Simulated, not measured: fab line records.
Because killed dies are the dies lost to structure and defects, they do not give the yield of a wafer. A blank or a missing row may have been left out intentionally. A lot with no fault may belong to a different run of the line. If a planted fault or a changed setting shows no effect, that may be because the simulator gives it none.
2 desks, one fault :: flow gf180mcu :: each desk has only its own numbers; what lay behind them comes last

## THE METROLOGY DESK
What the gauges read for every lot (on any tool): the sampled wafers with a number, averaged. If a lot's mean is further than 4 standard deviations from the usual mean, the lot is out of limits and carries the mark OUT (the distance appears in the brackets).
Columns: A = M2_ALCU_RS at GF_M2_RS_MEAS_05, usual 0.0696 ohm/sq
lot: L595
first seen here: day 18 01:47
A: 0.0696

lot: L596
first seen here: day 18 13:17
A: 0.0687

lot: L597
first seen here: day 19 17:10
A: 0.0698

lot: L598
first seen here: day 19 20:19
A: 0.0689

lot: L600
first seen here: day 20 05:24
A: 0.0693

lot: L607
first seen here: day 22 12:44
A: 0.0692

lot: L610
first seen here: day 23 17:29
A: 0.0680

lot: L612
first seen here: day 25 08:14
A: 0.0692

lot: L614
first seen here: day 25 10:23
A: 0.0690

lot: L617
first seen here: day 25 16:59
A: 0.0700

lot: L618
first seen here: day 26 12:05
A: 0.0696
This desk found nothing out of limits on any of the 11 lots.

## THE TOOL OWNER'S DESK: cmp-02
The tool's own readings at GF_V3_CMP_04 (polishes SiO2): means of the sampled wafers that have a number, for each lot that ran on this tool. If a lot's mean is further than 4 standard deviations from the usual mean, the lot is out of limits and carries the mark OUT (the distance appears in the brackets).
Columns: A = edge_zone_pressure_frac at GF_V3_CMP_04, usual 1.000; B = motor_current_A at GF_V3_CMP_04, usual 12.3 A; C = time_to_endpoint_s at GF_V3_CMP_04, usual 81 s
lot: L595
first seen here: day 21 06:26
A: 1.000
B: 12.7
C: 81

lot: L598
first seen here: day 23 11:29
A: 0.999
B: 12.6
C: 79

lot: L600
first seen here: day 23 14:01
A: 0.999
B: 12.8
C: 78

lot: L607
first seen here: day 25 13:45
A: 1.002
B: 12.8
C: 88
This desk found nothing out of limits on any of the 4 lots.

## PUT TOGETHER
Nothing out of limits was seen by the metrology desk.
The desk of the tool owner found nothing out of limits.

## WHAT THE SIMULATOR PUT IN
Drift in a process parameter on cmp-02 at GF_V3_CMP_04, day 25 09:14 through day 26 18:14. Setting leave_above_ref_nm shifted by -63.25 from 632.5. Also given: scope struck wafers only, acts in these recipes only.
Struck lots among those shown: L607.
